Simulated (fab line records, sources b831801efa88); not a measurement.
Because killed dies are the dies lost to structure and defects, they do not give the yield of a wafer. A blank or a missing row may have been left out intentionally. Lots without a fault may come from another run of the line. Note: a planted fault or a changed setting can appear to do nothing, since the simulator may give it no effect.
2 desks, one fault	flow sky130	each desk has only its own numbers; what lay behind them comes last

## AT THE METROLOGY DESK
What the gauges read for every lot (on any tool): the sampled wafers with a number, averaged. The brackets show how far a lot's mean lies from the usual mean; more than 4 standard deviations puts the lot out of limits, marked OUT.
Columns: A = cdNm at SKY_FIELD_ISO_CD_MEAS_13, usual 150.0 nm; B = FIELD_ISO_OXIDATION_01_THK at SKY_FIELD_ISO_THK_MEAS_23, usual 10.11 nm; C = FIELD_ISO_CVD_24_THK at SKY_FIELD_ISO_THK_MEAS_25, usual 597 nm
lot	first seen here	A	B	C
L607	day 2 08:37	150.9	9.90	607
L611	day 3 07:10	150.1	10.33	600
L621	day 5 10:09	150.5	10.26	593
L622	day 5 10:36	149.4	10.36	593
L623	day 5 18:48	149.7	9.98	601
L624	day 5 23:43	149.5	10.07	594
L625	day 6 03:04	149.4	10.29	598
This desk found nothing out of limits on any of the 7 lots.

## DESK OF THE TOOL OWNER: rieSi-02
The tool's own readings at SKY_FIELD_ISO_ETCH_17 (etches Si in HBr/Cl2/O2, target depth 342 nm, time 97.7 s): means of the sampled wafers that have a number, for each lot that ran on this tool. The brackets show how far a lot's mean lies from the usual mean; more than 4 standard deviations puts the lot out of limits, marked OUT.
Columns: A = O2_flow_sccm at SKY_FIELD_ISO_ETCH_17, usual 6.000 sccm; B = drypumpMotorCurrentA at SKY_FIELD_ISO_ETCH_17, usual 5.7 A; C = mfcCl2Sccm at SKY_FIELD_ISO_ETCH_17, usual 39.99 sccm; D = oesProductAu at SKY_FIELD_ISO_ETCH_17, usual 0.999 a.u.; E = runLengthS at SKY_FIELD_ISO_ETCH_17, usual 126.0 s; F = throttleValvePct at SKY_FIELD_ISO_ETCH_17, usual 25.657 %
lot	first seen here	A	B	C	D	E	F
L611	day 3 07:28	5.988	5.6	39.92	0.991	125.7	25.661
L622	day 5 10:55	6.013	5.8	40.02	1.003	108.2 (-39) OUT	25.644
L623	day 5 19:07	5.977	5.3	39.90	0.997	102.9 (-50) OUT	25.658
L625	day 6 03:22	6.004	5.7	40.05	0.990	108.6 (-38) OUT	25.654
Finding of this desk: L622, L623, L625 out of limits; the first was L622 at day 5 10:55, on runLengthS at SKY_FIELD_ISO_ETCH_17. In limits: L611.

## BROUGHT TOGETHER
At day 5 10:55, on L622, L623, L625, the tool owner's desk was in a position to raise an alarm.
From the metrology desk's view, nothing was out of limits.
The metrology desk has L622, L623, L625 on record, within its limits.
On rieSi-02, each named lot ran SKY_FIELD_ISO_ETCH_17.

## WHAT THE SIMULATOR PUT IN
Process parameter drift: rieSi-02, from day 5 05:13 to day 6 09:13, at SKY_FIELD_ISO_ETCH_17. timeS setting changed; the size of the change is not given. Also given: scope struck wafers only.
Lots struck among those shown: L622, L623, L625.
How many hours passed from the start of the fault until each desk's first out-of-limits reading: the tool owner's desk, 6.
